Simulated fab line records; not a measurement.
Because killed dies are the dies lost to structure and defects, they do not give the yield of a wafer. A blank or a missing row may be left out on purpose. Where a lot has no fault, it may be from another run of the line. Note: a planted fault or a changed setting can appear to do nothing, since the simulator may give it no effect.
Chamber matching :: flow sky130 :: SKY_CONTACT_CMP_27 on cmp-01 has 4 sister chambers
The step polishes, stops on SiO2, t overpolish 15 s, target thk 0 nm. 14 wafers are shown with their chamber, then 7 later ones without.

== WAFERS PAIRED WITH THEIR CHAMBERS ==
wafer: L488.1
chamber: 1
motorCurrentA (A): 9.0

wafer: L488.3
chamber: 3
motorCurrentA (A): 10.4

wafer: L488.6
chamber: 3
motorCurrentA (A): 10.6

wafer: L490.2
chamber: 1
motorCurrentA (A): 8.8

wafer: L490.3
chamber: 0
motorCurrentA (A): 9.8

wafer: L490.4
chamber: 2
motorCurrentA (A): 11.5

wafer: L491.2
chamber: 1
motorCurrentA (A): 8.6

wafer: L491.3
chamber: 3
motorCurrentA (A): 10.5

wafer: L491.5
chamber: 3
motorCurrentA (A): 10.2

wafer: L492.2
chamber: 1
motorCurrentA (A): 8.7

wafer: L492.4
chamber: 0
motorCurrentA (A): 10.1

wafer: L492.5
chamber: 0
motorCurrentA (A): 9.8

wafer: L504.2
chamber: 1
motorCurrentA (A): 8.8

wafer: L504.3
chamber: 2
motorCurrentA (A): 11.3

SIGNATURES, as means of the wafers listed above
reading: motorCurrentA
chamber 0: 9.900
chamber 1: 8.780
chamber 2: 11.400
chamber 3: 10.425
scatter within a chamber: 0.16
Rule: for a wafer and a chamber, the distance is found by dividing, reading by reading, the gap between the wafer's reading and the chamber's mean by the reading's scatter, squaring, summing and taking the root. The wafer belongs to the nearest chamber; if the next one is less than 2 further off, it can't be placed. The scatter: the root of (the sum of the squares of (reading less its chamber's mean) over the shown wafers, divided by (wafers less chambers)).

== WAFERS WHOSE CHAMBER IS MISSING ==
wafer: L504.6
motorCurrentA (A): 10.8

wafer: L506.1
motorCurrentA (A): 11.9

wafer: L506.3
motorCurrentA (A): 10.2

wafer: L506.4
motorCurrentA (A): 10.8

wafer: L509.1
motorCurrentA (A): 10.0

wafer: L509.2
motorCurrentA (A): 8.9

wafer: L509.3
motorCurrentA (A): 11.2

== EACH ONE'S CHAMBER ==
wafer: L504.6
from the rows above: can't be placed: 3 or 2
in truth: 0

wafer: L506.1
from the rows above: 2
in truth: 2

wafer: L506.3
from the rows above: can't be placed: 3 or 0
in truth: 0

wafer: L506.4
from the rows above: can't be placed: 3 or 2
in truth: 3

wafer: L509.1
from the rows above: 0
in truth: 0

wafer: L509.2
from the rows above: 1
in truth: 1

wafer: L509.3
from the rows above: 2
in truth: 2
Correctly placed: 4 of 7. Unplaceable from these rows: 3, with the true chamber sitting among the candidates in 2. Wrongly placed: 0.
